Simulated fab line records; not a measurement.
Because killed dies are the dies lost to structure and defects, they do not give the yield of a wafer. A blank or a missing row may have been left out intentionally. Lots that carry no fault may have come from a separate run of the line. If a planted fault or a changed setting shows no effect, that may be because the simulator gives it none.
fab line records	flow sfq-line	part 1 of 2: steps 1 to 27 of 36
record: lots: 5	wafers: 15	last-day: 80
route steps=325 shown L0V@25 M0@28 I0@43 M1@58
lots that met no fault: from a run of the same line without faults
start-h: hours from the record's opening day to when the first of the lot's shown wafers began	wait-h: time in hours since the lot's previous step	" as in the row above	L1.1+2: several wafers, shown together as one row	- no value, or no start was given	* or withheld: withheld	< > ~ a bound
route shown NAME@n: NAME is a module with steps in the file, n the number in the route of the first one	usual: mean/standard deviation of fault-free wafers	same: alike in all rows	chamber/n: place in a boat	sites: readings site by site	_std_site: standard deviation of those values	_edge_site: mean of outer sites minus mean of inner sites	radius-mm: how far each site lies from the wafer's centre	mask NAME#n: copy n	behind: the last tool/chamber to shape the wafer	hold: reason for holding the lot/hours on hold/outcome of the hold	device: transistor that didn't switch, given as n, p or np	end of line: the same wafers' tests at the end of the route	where a step has no rows: the recipe by itself	killed: the dies lost at the first sort to structure and to defects; this is not the yield of the wafer	map: per-die view of a wafer (x killed, . not killed, _ where there is no die)
set.NAME: the setting as run; set.NAME@STEP: as run at that earlier step	model.NAME: the simulator's own value behind a step, which no gauge read
a table for each step, a row for each wafer; lots at some steps of the route
services: the hour from which a tool's chamber was out of use, counted from the record's first day as start-h (under 0 if before that day), plus the number of hours and why
== steps ==
step: SFQ_TRILAYER_L0_VIA_ETCH_VIA_ETCH_016
recipe: target: SiO2	stop-on: MoNx_KI	mask-material: PR	chemistry: CHF3	target-depth-nm: 80	source-w: 500	bias-w: 80	pressure-mtorr: 30	time-s: withheld
usual: chamber-pressure-mTorr: 30.001/0.029	drypump-motor-current-A: 5.7/0.45	oes-product-au: 0.840/0.0094
lot.wafer	tool	chamber	start-h	wait-h	chamber-pressure-mTorr	drypump-motor-current-A	oes-product-au
L076.1	rie-diel-01	0	107.90	0.0	30.017	5.6	0.829
L076.5	"	2	"	"	30.000	5.8	0.835
L076.6	"	3	"	"	30.032	6.2	0.845
L081.2	rie-diel-01	0	144.65	0.0	30.030	5.6	0.850
L081.4	"	1	"	"	29.992	5.8	0.848
L081.6	"	0	"	"	30.008	5.6	0.857
L082.1	rie-diel-03	3	148.25	0.0	30.077	5.9	0.830
L082.2	"	2	"	"	29.967	5.7	0.831
L082.6	"	0	"	"	30.039	4.8	0.838
L092.2	rie-diel-03	0	211.48	0.0	30.014	4.8	0.824
L092.3	"	2	"	"	29.999	5.7	0.829
L092.5	"	0	"	"	30.032	4.8	0.837
L095.3	rie-diel-03	2	229.48	0.0	29.971	5.7	0.826
L095.4	"	0	"	"	30.004	4.8	0.844
L095.5	"	0	"	"	30.025	4.8	0.840
step: SFQ_TRILAYER_L0_VIA_STRIP_STRIP_017
recipe: gas: O2	power-w: 200	platen-temp-c: 40	overash-fraction: 0.65	chemistry: O2	pressure-mtorr: 50
usual: chamber-pressure-mTorr: 50.00/0.043	drypump-motor-current-A: 5.58/0.27	he-backside-leak-sccm: 3.5/0.38	oes-product-au: 0.998/0.013
lot.wafer	tool	chamber	start-h	wait-h	chamber-pressure-mTorr	drypump-motor-current-A	he-backside-leak-sccm	oes-product-au	rf-hours-counter-h
L076.1	rie-metal-03	1	107.95	-	49.93	5.42	3.5	1.005	92
L076.5	"	1	"	"	50.04	5.39	3.5	1.016	-
L076.6	"	0	"	"	50.09	5.31	3.5	1.015	-
L081.2	rie-metal-02	0	144.90	-	50.04	5.75	4.6	0.986	-
L081.4	"	0	"	"	49.97	5.77	3.6	0.987	-
L081.6	"	0	"	"	50.00	5.76	6.0	0.983	-
L082.1	rie-metal-01	0	148.30	-	49.98	5.06	3.3	0.986	6
L082.2	"	1	"	"	50.03	5.16	3.8	1.013	160
L082.6	"	0	"	"	49.87	5.07	3.1	0.993	-
L092.2	rie-metal-03	1	211.53	-	49.98	5.42	3.6	1.021	114
L092.3	"	0	"	"	49.93	5.30	3.4	1.006	-
L092.5	"	1	"	"	49.97	5.41	3.6	1.012	-
L095.3	rie-metal-03	0	229.73	-	50.02	5.30	3.6	0.997	-
L095.4	"	1	"	"	49.99	5.42	3.6	1.006	-
L095.5	"	0	"	"	50.02	5.31	3.7	1.008	-
step: SFQ_TRILAYER_L0_VIA_STRIP_SOLV_CLEAN_018
recipe: chemistry: NMP	temp-c: 70	time-s: 600
lot.wafer	tool	chamber	start-h	wait-h
L076.1+5+6	wet-bench-04	5,7,3	108.55	0.4
L081.2+4+6	wet-bench-04	6,3,2	145.90	0.8
L082.1+2+6	wet-bench-03	6,7,4	148.90	0.4
L092.2+3+5	wet-bench-01	7,3,0	212.13	0.4
L095.3+4+5	wet-bench-01	7,5,6	230.13	0.2
step: SFQ_TRILAYER_M0_DEP_PRE_CLEAN_020
recipe: gas: Ar	time-s: 15	bias-v: 250
lot.wafer	tool	chamber	start-h	wait-h
L076.1+5+6	pvd-sputter-03	-	108.90	0.0
L081.2+4+6	pvd-sputter-04	-	146.07	0.0
L082.1+2+6	pvd-sputter-05	-	149.09	0.0
L092.2+3+5	pvd-sputter-04	-	212.31	0.0
L095.3+4+5	pvd-sputter-03	-	230.31	0.0
step: SFQ_TRILAYER_M0_DEP_SPUTTER_019
recipe: material: Nb	base-pressure-pa: 1.33e-06	chamber-pressure-pa: 0.1333	substrate-temp-c: 20	resputter-cathode-voltage-v: 400	target-thk-nm: 200	power-w: 2000	time-s: 133.3
usual: throttle-valve-pct: 30.8/0.73
lot.wafer	tool	chamber	start-h	wait-h	throttle-valve-pct
L076.1	pvd-sputter-03	-	108.92	0.0	28.9
L076.5	"	-	"	"	31.1
L076.6	"	-	"	"	30.4
L081.2	pvd-sputter-04	-	146.10	0.0	30.3
L081.4	"	-	"	"	31.7
L081.6	"	-	"	"	30.2
L082.1	pvd-sputter-05	-	149.11	0.0	31.8
L082.2	"	-	"	"	31.1
L082.6	"	-	"	"	31.1
L092.2	pvd-sputter-04	-	212.33	0.0	31.6
L092.3	"	-	"	"	30.7
L092.5	"	-	"	"	31.0
L095.3	pvd-sputter-03	-	230.33	0.0	31.1
L095.4	"	-	"	"	30.0
L095.5	"	-	"	"	28.8
step: SFQ_M0_RS_MEAS_904
recipe: thk-meas-gauge: four-point-probe	reads: Nb_of_TRILAYER_M0_DEP_SPUTTER_019
usual: M0_NB_RS: 0.887/0.011
lot.wafer	tool	chamber	start-h	wait-h	M0_NB_RS[ohm/sq]
L076.1	film-metro-01	-	109.01	0.0	0.899
L076.5	"	-	"	"	0.882
L076.6	"	-	"	"	0.896
L081.2	film-metro-03	-	146.21	0.1	0.876
L081.4	"	-	"	"	0.879
L081.6	"	-	"	"	0.880
L082.1	film-metro-01	-	149.21	0.0	0.890
L082.2	"	-	"	"	0.868
L082.6	"	-	"	"	0.867
L092.2	film-metro-03	-	212.44	0.1	0.884
L092.3	"	-	"	"	0.880
L092.5	"	-	"	"	0.881
L095.3	film-metro-04	-	230.46	0.1	0.885
L095.4	"	-	"	"	0.887
L095.5	"	-	"	"	0.869
step: SFQ_TRILAYER_M0_LITHO_COAT_026
recipe: resist: BARC	spin-rpm: 3000	resist-thk-nm: 62
lot.wafer	tool	chamber	start-h	wait-h
L076.1+5+6	litho-track-01	0	109.19	0.1
L081.2+4+6	litho-track-04	0	146.42	0.1
L082.1+2+6	litho-track-01	0	149.39	0.1
L092.2+3+5	litho-track-03	0	212.66	0.1
L095.3+4+5	litho-track-01	0	230.70	0.1
step: SFQ_TRILAYER_M0_LITHO_COAT_021
recipe: resist: KrF	spin-rpm: 3000	resist-thk-nm: 600
lot.wafer	tool	chamber	start-h	wait-h
L076.1+5+6	litho-track-01	0	109.49	0.2
L081.2+4+6	litho-track-04	0	146.72	0.2
L082.1+2+6	litho-track-01	0	149.69	0.2
L092.2+3+5	litho-track-03	0	212.96	0.2
L095.3+4+5	litho-track-01	0	231.00	0.2
step: SFQ_TRILAYER_M0_LITHO_SOFTBAKE_025
recipe: temp-c: withheld	time-s: withheld	resist: KrF
lot.wafer	tool	chamber	start-h	wait-h
L076.1+5+6	litho-track-01	0	109.79	0.2
L081.2+4+6	litho-track-04	0	146.99	0.2
L082.1+2+6	litho-track-01	0	149.99	0.2
L092.2+3+5	litho-track-03	0	213.23	0.2
L095.3+4+5	litho-track-01	0	231.25	0.2
step: SFQ_TRILAYER_M0_LITHO_EXPOSE_022
recipe: mask-id: M0	na: 0.6	source-shape: conventional	sigma-outer: 0.65	target-cd-nm: 500	dose-mj: 14.4
usual: reticle-temp-C: 23.02/0.11
lot.wafer	tool	chamber	start-h	wait-h	mask	reticle-temp-C
L076.1	krf-scanner-01	0	171.65	-	M0#0	22.92
L076.5	"	0	"	"	M0#0	23.19
L076.6	"	0	"	"	M0#0	23.06
L081.2	krf-scanner-01	0	209.05	-	M0#0	23.00
L081.4	"	0	"	"	M0#0	23.09
L081.6	"	0	"	"	M0#0	23.16
L082.1	krf-scanner-01	0	211.25	-	M0#0	23.04
L082.2	"	0	"	"	M0#0	23.02
L082.6	"	0	"	"	M0#0	23.13
L092.2	krf-scanner-01	0	282.15	-	M0#0	22.83
L092.3	"	0	"	"	M0#0	22.87
L092.5	"	0	"	"	M0#0	22.90
L095.3	krf-scanner-01	0	307.55	-	M0#0	23.24
L095.4	"	0	"	"	M0#0	23.00
L095.5	"	0	"	"	M0#0	23.12
step: SFQ_TRILAYER_M0_LITHO_PEB_024
recipe: peb-temp-c: 115	peb-time-s: 60	resist: KrF
lot.wafer	tool	chamber	start-h	wait-h
L076.1+5+6	litho-track-03	0	172.85	1.0
L081.2+4+6	litho-track-03	0	210.07	0.8
L082.1+2+6	litho-track-01	0	212.45	1.0
L092.2+3+5	litho-track-03	0	283.17	0.8
L095.3+4+5	litho-track-01	0	308.40	0.7
step: SFQ_TRILAYER_M0_LITHO_DEVELOP_023
recipe: time-s: 60	resist: KrF
lot.wafer	tool	chamber	start-h	wait-h
L076.1+5+6	litho-track-03	0	173.00	0.1
L081.2+4+6	litho-track-03	0	210.22	0.1
L082.1+2+6	litho-track-01	0	212.60	0.1
L092.2+3+5	litho-track-03	0	283.32	0.1
L095.3+4+5	litho-track-01	0	308.55	0.1
step: SFQ_M0_OVL_MEAS_906
usual: M0_OVL: 2/4.5
lot.wafer	tool	chamber	start-h	wait-h	M0_OVL[nm]
L076.1	overlay-02	-	173.15	0.1	0
L076.5	"	-	"	"	3
L076.6	"	-	"	"	10
L081.2	overlay-02	-	210.35	0.1	4
L081.4	"	-	"	"	-1
L081.6	"	-	"	"	-3
L082.1	overlay-01	-	212.75	0.1	16
L082.2	"	-	"	"	2
L082.6	"	-	"	"	2
L092.2	overlay-01	-	283.45	0.1	5
L092.3	"	-	"	"	6
L092.5	"	-	"	"	5
L095.3	overlay-02	-	308.66	0.1	-1
L095.4	"	-	"	"	-3
L095.5	"	-	"	"	-4
step: SFQ_TRILAYER_M0_BARC_OPEN_METAL_ETCH_031
recipe: mask-material: PR	chemistry: O2	target-depth-nm: 125	target: BARC	icp-w: 600	bias-w: 80	pressure-mtorr: 10	time-s: 41.7
usual: chamber-pressure-mTorr: 10.000/0.009	drypump-motor-current-A: 5.4/0.39	he-backside-leak-sccm: 3.50/0.22	oes-product-au: 0.684/0.0049
lot.wafer	tool	chamber	start-h	wait-h	chamber-pressure-mTorr	drypump-motor-current-A	he-backside-leak-sccm	oes-product-au	rf-hours-counter-h
L076.1	rie-metal-03	0	173.18	0.0	9.999	5.3	3.51	0.688	111
L076.5	"	1	"	"	9.988	5.4	3.48	0.694	-
L076.6	"	0	"	"	9.986	5.3	3.54	0.680	-
L081.2	rie-metal-04	0	210.38	0.0	10.008	5.1	3.40	0.683	137
L081.4	"	1	"	"	9.986	4.9	3.77	0.679	-
L081.6	"	1	"	"	9.994	4.9	3.76	0.679	-
L082.1	rie-metal-02	1	212.78	0.0	10.005	5.9	3.30	0.693	10
L082.2	"	0	"	"	10.007	5.7	3.53	0.673	48
L082.6	"	1	"	"	9.989	5.9	3.35	0.682	-
L092.2	rie-metal-02	0	283.48	0.0	10.006	5.7	3.49	0.684	60
L092.3	"	0	"	"	9.994	5.7	3.90	0.694	-
L092.5	"	0	"	"	10.004	5.7	3.85	0.684	-
L095.3	rie-metal-02	0	308.70	0.0	10.003	5.7	3.57	0.683	-
L095.4	"	1	"	"	10.001	5.9	3.39	0.685	-
L095.5	"	1	"	"	10.001	5.9	3.27	0.691	-
step: SFQ_TRILAYER_M0_ETCH_METAL_ETCH_024
recipe: target: Nb	stop-on: SiO2	mask-material: PR	chemistry: Cl2/Ar	target-depth-nm: 240	icp-w: 600	bias-w: 80	pressure-mtorr: 10	time-s: 120
usual: chamber-pressure-mTorr: 10.000/0.0097	drypump-motor-current-A: 5.4/0.39	he-backside-leak-sccm: 3.47/0.21	oes-product-au: 0.895/0.008
lot.wafer	tool	chamber	start-h	wait-h	chamber-pressure-mTorr	drypump-motor-current-A	he-backside-leak-sccm	oes-product-au	rf-hours-counter-h
L076.1	rie-metal-03	0	173.24	0.0	10.000	5.3	3.45	0.884	111
L076.5	"	1	"	"	9.995	5.4	3.58	0.905	-
L076.6	"	0	"	"	10.009	5.3	3.51	0.893	-
L081.2	rie-metal-04	0	210.44	0.0	9.997	5.1	3.25	0.897	137
L081.4	"	1	"	"	10.007	4.8	3.79	0.902	-
L081.6	"	1	"	"	10.012	4.9	3.62	0.898	-
L082.1	rie-metal-02	1	212.84	0.0	9.997	5.9	3.16	0.895	10
L082.2	"	0	"	"	9.997	5.8	3.41	0.909	48
L082.6	"	1	"	"	10.017	5.9	3.28	0.903	-
L092.2	rie-metal-02	0	283.54	0.0	9.999	5.8	3.88	0.897	60
L092.3	"	0	"	"	10.014	5.7	3.56	0.897	-
L092.5	"	0	"	"	9.997	5.7	3.76	0.893	-
L095.3	rie-metal-02	0	308.78	0.1	9.994	5.8	3.86	0.899	-
L095.4	"	1	"	"	9.998	6.0	3.31	0.896	-
L095.5	"	1	"	"	9.989	5.9	3.31	0.900	-
step: SFQ_TRILAYER_M0_STRIP_STRIP_025
recipe: gas: O2	power-w: 200	platen-temp-c: 40	overash-fraction: 0.65	chemistry: O2	pressure-mtorr: 50
usual: chamber-pressure-mTorr: 50.00/0.045	drypump-motor-current-A: 5.4/0.39	he-backside-leak-sccm: 3.45/0.24	oes-product-au: 1.000/0.011
lot.wafer	tool	chamber	start-h	wait-h	chamber-pressure-mTorr	drypump-motor-current-A	he-backside-leak-sccm	oes-product-au	rf-hours-counter-h
L076.1	rie-metal-03	1	173.37	0.1	49.99	5.4	3.39	1.009	105
L076.5	"	1	"	"	49.97	5.4	3.52	1.016	-
L076.6	"	1	"	"	49.97	5.4	3.55	1.011	-
L081.2	rie-metal-04	0	210.57	0.1	49.98	5.1	3.29	1.012	137
L081.4	"	1	"	"	50.00	4.9	3.54	1.007	-
L081.6	"	1	"	"	50.02	4.8	3.57	1.009	-
L082.1	rie-metal-02	1	212.97	0.1	49.97	5.9	3.22	0.976	10
L082.2	"	0	"	"	50.01	5.7	3.24	0.977	48
L082.6	"	1	"	"	49.94	5.9	5.15	0.988	-
L092.2	rie-metal-02	0	283.67	0.1	49.98	5.7	3.54	0.997	60
L092.3	"	0	"	"	49.98	5.7	3.74	0.995	-
L092.5	"	0	"	"	50.03	5.7	3.63	0.992	-
L095.3	rie-metal-02	0	309.07	0.2	50.00	5.7	3.63	0.996	-
L095.4	"	1	"	"	50.07	5.9	3.34	0.991	-
L095.5	"	1	"	"	49.98	5.9	3.20	0.991	-
step: SFQ_TRILAYER_M0_STRIP_SOLV_CLEAN_026
recipe: chemistry: NMP	temp-c: 70	time-s: 600
lot.wafer	tool	chamber	start-h	wait-h
L076.1+5+6	wet-bench-01	3,1,4	174.17	0.6
L081.2+4+6	wet-bench-02	1,0,2	211.17	0.4
L082.1+2+6	wet-bench-04	5,6,3	213.57	0.4
L092.2+3+5	wet-bench-02	4,6,0	284.27	0.4
L095.3+4+5	wet-bench-02	5,2,1	309.47	0.2
step: SFQ_TRILAYER_I0_DEP_PECVD_027
recipe: material: SiO2	temp-c: 150	time-s: 111.11	pressure-torr: 2.4	rf-w: 183.3	precursor: SiH4/N2O	target-thk-nm: 500
usual: chamber-pressure-Torr: 2.401/0.0055	heater-power-w: 85/13	throttle-valve-pct: 24.1/0.87
lot.wafer	tool	chamber	start-h	wait-h	chamber-pressure-Torr	heater-power-w	since-wet-clean-h	throttle-valve-pct
L076.1	pecvd-01	1	174.34	0.0	2.399	63	1458	25.4
L076.5	"	2	"	"	2.392	83	-	24.9
L076.6	"	0	"	"	2.393	90	-	25.5
L081.2	pecvd-04	2	211.34	0.0	2.398	78	756	24.2
L081.4	"	2	"	"	2.399	81	-	24.5
L081.6	"	0	"	"	2.393	81	-	25.4
L082.1	pecvd-04	2	213.92	0.0	2.399	84	759	24.3
L082.2	"	0	"	"	2.403	71	759	25.2
L082.6	"	0	"	"	2.410	74	-	25.6
L092.2	pecvd-01	0	284.44	0.0	2.409	88	76	23.6
L092.3	"	2	"	"	2.400	78	76	23.0
L092.5	"	1	"	"	2.410	68	-	22.6
L095.3	pecvd-03	2	309.64	0.0	2.404	89	471	24.6
L095.4	"	1	"	"	2.401	77	-	24.8
L095.5	"	0	"	"	2.403	85	-	23.1
step: SFQ_TRILAYER_I0_CMP_CMP_028
recipe: material: SiO2	down-force-psi: 3	platen-rpm: 60	pad-velocity-m-s: 0.94248
usual: motor-current-A: 10.2/0.59	slurry-flow-ml-min: 150.0/0.45	time-to-endpoint-s: 215/9
lot.wafer	tool	chamber	start-h	wait-h	motor-current-A	slurry-flow-ml-min	time-to-endpoint-s
L076.1	cmp-01	1	181.21	6.8	10.5	150.7	192
L076.5	"	0	182.71	8.3	10.2	149.1	227
L076.6	"	1	"	"	10.6	150.9	204
L081.2	cmp-01	2	217.08	5.7	10.3	150.9	215
L081.4	"	3	"	"	10.9	150.4	217
L081.6	"	0	"	"	10.0	150.1	217
L082.2	cmp-02	1	220.28	6.3	9.6	149.7	218
L082.1	"	0	221.78	7.8	9.4	150.3	222
L082.6	"	2	222.78	8.8	9.6	149.6	209
L092.2	cmp-01	0	287.42	2.9	9.5	150.6	211
L092.3	"	1	"	"	11.2	150.6	212
L092.5	"	0	289.42	4.9	9.7	149.7	234
L095.4	cmp-02	0	311.98	2.3	9.7	150.1	228
L095.3	"	2	312.98	3.3	9.7	149.6	221
L095.5	"	1	314.48	4.8	9.5	150.7	223
step: SFQ_I0_BOW_MEAS_907
recipe: mode: bow
usual: I0_BOW: 3/7.2
lot.wafer	tool	chamber	start-h	wait-h	I0_BOW[um]
L076.1	film-metro-02	-	183.71	2.0	2
L076.5	"	-	"	"	3
L076.6	"	-	"	"	2
L081.2	film-metro-03	-	219.10	1.5	15
L081.4	"	-	"	"	1
L081.6	"	-	"	"	2
L082.1	film-metro-03	-	223.28	1.0	14
L082.2	"	-	"	"	0
L082.6	"	-	"	"	-1
L092.2	film-metro-01	-	289.94	2.0	-13
L092.3	"	-	"	"	2
L092.5	"	-	"	"	7
L095.3	film-metro-02	-	315.02	1.5	5
L095.4	"	-	"	"	-1
L095.5	"	-	"	"	1
step: SFQ_TRILAYER_I0_METRO_MEASURE_029
usual: thk-nm: 200.4/1.3
lot.wafer	tool	chamber	start-h	wait-h	thk-nm
L076.1	film-metro-02	-	183.83	0.1	199.0
L076.5	"	-	"	"	202.0
L076.6	"	-	"	"	200.5
L081.2	film-metro-03	-	219.40	0.3	199.0
L081.4	"	-	"	"	201.4
L081.6	"	-	"	"	201.9
L082.1	film-metro-03	-	223.40	0.1	201.1
L082.2	"	-	"	"	201.7
L082.6	"	-	"	"	200.0
L092.2	film-metro-01	-	290.24	0.3	201.4
L092.3	"	-	"	"	199.4
L092.5	"	-	"	"	201.4
L095.3	film-metro-02	-	315.50	0.5	198.7
L095.4	"	-	"	"	200.2
L095.5	"	-	"	"	201.0
step: SFQ_TRILAYER_I0_VIA_LITHO_COAT_036
recipe: resist: BARC	spin-rpm: 3000	resist-thk-nm: 62
lot.wafer	tool	chamber	start-h	wait-h
L076.1+5+6	litho-track-04	0	185.03	1.0
L081.2+4+6	litho-track-03	0	220.45	0.8
L082.1+2+6	litho-track-03	0	224.60	1.0
L092.2+3+5	litho-track-02	0	291.29	0.8
L095.3+4+5	litho-track-02	0	316.40	0.7
step: SFQ_TRILAYER_I0_VIA_LITHO_COAT_031
recipe: resist: KrF	spin-rpm: 3000	resist-thk-nm: 650
lot.wafer	tool	chamber	start-h	wait-h
L076.1+5+6	litho-track-04	0	185.33	0.2
L081.2+4+6	litho-track-03	0	220.75	0.2
L082.1+2+6	litho-track-03	0	224.90	0.2
L092.2+3+5	litho-track-02	0	291.59	0.2
L095.3+4+5	litho-track-02	0	316.70	0.2
step: SFQ_TRILAYER_I0_VIA_LITHO_SOFTBAKE_035
recipe: temp-c: withheld	time-s: withheld	resist: KrF
lot.wafer	tool	chamber	start-h	wait-h
L076.1+5+6	litho-track-04	0	185.63	0.2
L081.2+4+6	litho-track-03	0	221.03	0.2
L082.1+2+6	litho-track-03	0	225.20	0.2
L092.2+3+5	litho-track-02	0	291.87	0.2
L095.3+4+5	litho-track-02	0	316.95	0.2
step: SFQ_TRILAYER_I0_VIA_LITHO_EXPOSE_032
recipe: mask-id: I0	na: 0.6	source-shape: conventional	sigma-outer: 0.65	target-cd-nm: 500	dose-mj: 21.3
usual: reticle-temp-C: 22.98/0.11
lot.wafer	tool	chamber	start-h	wait-h	mask	reticle-temp-C
L076.1	krf-scanner-02	0	229.11	-	I0#0	22.87
L076.5	"	0	"	"	I0#0	22.77
L076.6	"	0	"	"	I0#0	23.05
L081.2	krf-scanner-02	0	273.56	-	I0#0	22.77
L081.4	"	0	"	"	I0#0	22.93
L081.6	"	0	"	"	I0#0	23.00
L082.1	krf-scanner-02	0	278.16	-	I0#0	22.91
L082.2	"	0	"	"	I0#0	22.89
L082.6	"	0	"	"	I0#0	22.93
L092.2	krf-scanner-02	0	349.91	-	I0#0	23.11
L092.3	"	0	"	"	I0#0	23.07
L092.5	"	0	"	"	I0#0	23.06
L095.3	krf-scanner-02	0	381.74	-	I0#0	22.96
L095.4	"	0	"	"	I0#0	23.05
L095.5	"	0	"	"	I0#0	22.86
step: SFQ_TRILAYER_I0_VIA_LITHO_PEB_034
recipe: peb-temp-c: 115	peb-time-s: 60	resist: KrF
lot.wafer	tool	chamber	start-h	wait-h
L076.1+5+6	litho-track-03	0	230.31	1.0
L081.2+4+6	litho-track-03	0	274.59	0.8
L082.1+2+6	litho-track-04	0	279.36	1.0
L092.2+3+5	litho-track-02	0	350.94	0.8
L095.3+4+5	litho-track-02	0	382.60	0.7
step: SFQ_TRILAYER_I0_VIA_LITHO_DEVELOP_033
recipe: time-s: 60	resist: KrF
lot.wafer	tool	chamber	start-h	wait-h
L076.1+5+6	litho-track-03	0	230.46	0.1
L081.2+4+6	litho-track-03	0	274.74	0.1
L082.1+2+6	litho-track-04	0	279.51	0.1
L092.2+3+5	litho-track-02	0	351.09	0.1
L095.3+4+5	litho-track-02	0	382.75	0.1
